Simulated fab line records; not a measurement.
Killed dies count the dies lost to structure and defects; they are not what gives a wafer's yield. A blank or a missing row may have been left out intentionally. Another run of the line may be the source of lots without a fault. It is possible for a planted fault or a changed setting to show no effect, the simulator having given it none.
A struck lot beside a sound one || flow sky130 || 41 out of 708 route steps
Sound: the wafers L516.3, L516.4, L516.6. The struck wafers were L509.1, L509.2, L509.4. The cause is given at the end.
Per side, at each step with rows, come the tool, then ch with its chambers, and then its first start. Under that, the readings that differ: sound wafers || struck wafers || difference of the means || sigmas: that difference in standard deviations of wafers without a fault.
alike: a reading whose means differ by less than 2 such deviations, as well as words and numbers matching on both sides. not compared: withheld readings; readings where some wafer has no value; bounds like >300 that might hide an equal value; numbers whose values overlap and for which the record gives no deviation.
The two part at a step that has a row with sigmas, a row that says differs or no value, or rows on one side only. When numbers do not overlap yet have no deviation, they are printed without sigmas and do not part them. Lack of a reading on every wafer of one side parts them only where that side has two or more wafers.

first, 5 steps without rows for these wafers: SKY_GATE_OXIDE_COAT_05 (resist thk 1140 nm); SKY_GATE_OXIDE_SOFTBAKE_06 (time 60 s); SKY_GATE_OXIDE_EXPOSE_07 (exposes mask LVOM, target cd 600 nm); SKY_GATE_OXIDE_PEB_08; SKY_GATE_OXIDE_DEVELOP_09 (develop time 60 s).
SKY_GATE_OXIDE_OVL_MEAS_10:
  sound on overlay-02 at day 21 00:21; struck on overlay-02 at day 18 09:42
{"reading": "GATE_OXIDE_OVL (nm)", "sound": "-0.9 -0.1 -1.7", "struck": "2.3 2.0 1.8", "difference": "+2.9", "sigmas": "+2"}
then, 2 steps without rows for these wafers: SKY_GATE_OXIDE_IMPLANT_11; SKY_GATE_OXIDE_WET_ETCH_12 (etches SiO2 in dHF, target depth 16.8 nm, time 336 s).
SKY_GATE_OXIDE_STRIP_13: strips in O2/N2.
  sound on plasmaAsher-02 ch 0,1, day 21 00:40; struck on plasmaAsher-04 ch 0,1, day 18 09:59
  alike: drypumpMotorCurrentA, o2FlowSccm, oesProductAu, stripTimeToEndpointS
  not compared: rfHoursCounterH
SKY_GATE_OXIDE_TW_MEAS_14:
  sound on filmMetro-01 at day 21 00:45; struck on filmMetro-01 at day 18 10:05
  alike: GATE_OXIDE_TW
then, 2 steps without rows for these wafers: SKY_GATE_OXIDE_CLEAN_15 (cleans in SC1/SC2, time 150 s); SKY_GATE_OXIDE_OXIDATION_16 (stabilise 600 s, purge 300 s, target thk 3.57 nm).
SKY_POLY_GATE_CVD_00: deposits poly-Si, target thk 180 nm, time 720 s.
  sound on lpcvd-01 ch 0, day 21 02:22; struck on lpcvd-01 ch 1, day 18 11:57
{"reading": "zonePowerBottomPct (%)", "sound": "10.8 10.9 10.9", "struck": "14.2 14.1 14.1", "difference": "+3.3", "sigmas": "+2"}
{"reading": "model.poly-Si_of_POLY_GATE_CVD_00.thkNm (nm)", "sound": "182 179.4 178.9", "struck": "225.1 224.2 223.5", "difference": "+44.2", "sigmas": ""}
  alike: spikeTcUpperC, zonePowerTopPct
SKY_POLY_GATE_THK_MEAS_01:
  sound on filmMetro-02 at day 21 03:35; struck on filmMetro-04 at day 18 13:09
{"reading": "POLY_GATE_CVD_00_THK (nm)", "sound": "182.0 179.4 178.9", "struck": "225.1 224.0 223.5", "difference": "+44.1", "sigmas": "+23"}
then, 8 steps without rows for these wafers: SKY_RES_PROTECT_DEHYDRATE_00 (time 60 s); SKY_RES_PROTECT_HMDS_01 (prime time 60 s); SKY_RES_PROTECT_COAT_02 (resist thk 1140 nm); SKY_RES_PROTECT_SOFTBAKE_03 (time 60 s); SKY_RES_PROTECT_EXPOSE_04 (exposes mask RPM, target cd 1270 nm); SKY_RES_PROTECT_PEB_05; SKY_RES_PROTECT_DEVELOP_06 (develop time 60 s); SKY_POLY_GATE_IMPLANT_02.
SKY_RES_PROTECT_STRIP_07: strips in O2/N2.
  sound on plasmaAsher-01 ch 0,1, day 22 10:16; struck on plasmaAsher-01 ch 0,1, day 19 20:17
  alike: drypumpMotorCurrentA, o2FlowSccm, oesProductAu, stripTimeToEndpointS
  not compared: rfHoursCounterH
SKY_RES_PROTECT_TW_MEAS_08:
  sound on filmMetro-03 at day 22 10:22; struck on filmMetro-01 at day 19 20:23
{"reading": "POLY_GATE_TW", "sound": "4056 4057 4045", "struck": "4098 4095 4105", "difference": "+47", "sigmas": "+2"}
SKY_RES_PROTECT_CLEAN_09: cleans in SC1/SC2, time 150 s.
  sound on wetBench-04 ch 3, day 22 10:24; struck on wetBench-03 ch 2, day 19 20:27
{"reading": "model.poly-Si_of_POLY_GATE_CVD_00.thkNm (nm)", "sound": "181.3 178.8 178.2", "struck": "224.5 223.5 222.9", "difference": "+44.2", "sigmas": ""}
  alike: bathGuardTempC
then, 1 step without rows for these wafers: SKY_POLY_GATE_CVD_03 (deposits Si3N4 from DCS/NH3, target thk 75 nm, time 1290 s).
SKY_POLY_GATE_THK_MEAS_04:
  sound on filmMetro-04 at day 22 12:46; struck on filmMetro-03 at day 19 23:10
  alike: POLY_GATE_CVD_03_THK
then, 8 steps without rows for these wafers: SKY_POLY_GATE_DEHYDRATE_05 (time 60 s); SKY_POLY_GATE_HMDS_06 (prime time 60 s); SKY_POLY_GATE_COAT_07 (resist thk 110 nm); SKY_POLY_GATE_COAT_08 (resist thk 450 nm); SKY_POLY_GATE_SOFTBAKE_09 (time 90 s); SKY_POLY_GATE_EXPOSE_10 (exposes mask P1M, target cd 150 nm); SKY_POLY_GATE_PEB_11; SKY_POLY_GATE_DEVELOP_12 (develop time 60 s).
SKY_POLY_GATE_CD_MEAS_13: the cd target is 150 nm.
  sound on cdSem-01 at day 23 19:13; struck on cdSem-01 at day 21 06:21
  alike: cdNm
SKY_POLY_GATE_OVL_MEAS_14:
  sound on overlay-01 at day 23 19:19; struck on overlay-02 at day 21 06:28
  alike: POLY_GATE_OVL
SKY_POLY_GATE_ETCH_15: etches BARC in N2/H2, stops on SiO2, time 118.5 s, target depth 110 nm.
  sound on rieDiel-01 ch 1,3, day 23 19:20; struck on rieDiel-04 ch 0,1,3, day 21 06:31
  alike: drypumpMotorCurrentA, oesProductAu, throttleValvePct
  not compared: rfHoursCounterH
SKY_POLY_GATE_ETCH_16: etches Si3N4 in CH3F/O2, stops on poly-Si, time 147.5 s, target depth 75 nm.
  sound on rieDiel-01 ch 1,3, day 23 19:25; struck on rieDiel-04 ch 0,1,3, day 21 06:35
  alike: drypumpMotorCurrentA, oesProductAu, throttleValvePct
  not compared: rfHoursCounterH
SKY_POLY_GATE_ETCH_17: etches poly-Si in HBr/Cl2, stops on SiO2, target depth 180 nm, time 70.5 s.
  sound on rieSi-01 ch 0,1, day 23 19:31; struck on rieSi-02 ch 1,2, day 21 06:41
{"reading": "oesProductAu (a.u.)", "sound": "0.989 0.975 0.978", "struck": "1.001 1.004 1.004", "difference": "+0.022", "sigmas": "+3"}
{"reading": "model.etch.depthNm (nm)", "sound": "177.2 175.3 175.5", "struck": "179.1 181.4 180.7", "difference": "+4.4", "sigmas": ""}
{"reading": "model.POLY_GATE.featureDepthNm (nm)", "sound": "177.2 175.3 175.5", "struck": "179.1 181.4 180.7", "difference": "+4.4", "sigmas": ""}
  alike: drypumpMotorCurrentA, mfcCl2Sccm, throttleValvePct
  not compared: rfHoursCounterH
SKY_POLY_GATE_STRIP_18: strips in O2/N2.
  sound on plasmaAsher-03 ch 0,1, day 23 19:37; struck on plasmaAsher-04 ch 0,1, day 21 06:45
  alike: drypumpMotorCurrentA, o2FlowSccm, oesProductAu, stripTimeToEndpointS
  not compared: rfHoursCounterH

WHERE THEY PART
At SKY_GATE_OXIDE_OVL_MEAS_10 first; at SKY_POLY_GATE_ETCH_17 last (within this record only). Later steps at which nothing parts them and some readings are alike: SKY_POLY_GATE_STRIP_18.

WHY: the cause the simulator had injected
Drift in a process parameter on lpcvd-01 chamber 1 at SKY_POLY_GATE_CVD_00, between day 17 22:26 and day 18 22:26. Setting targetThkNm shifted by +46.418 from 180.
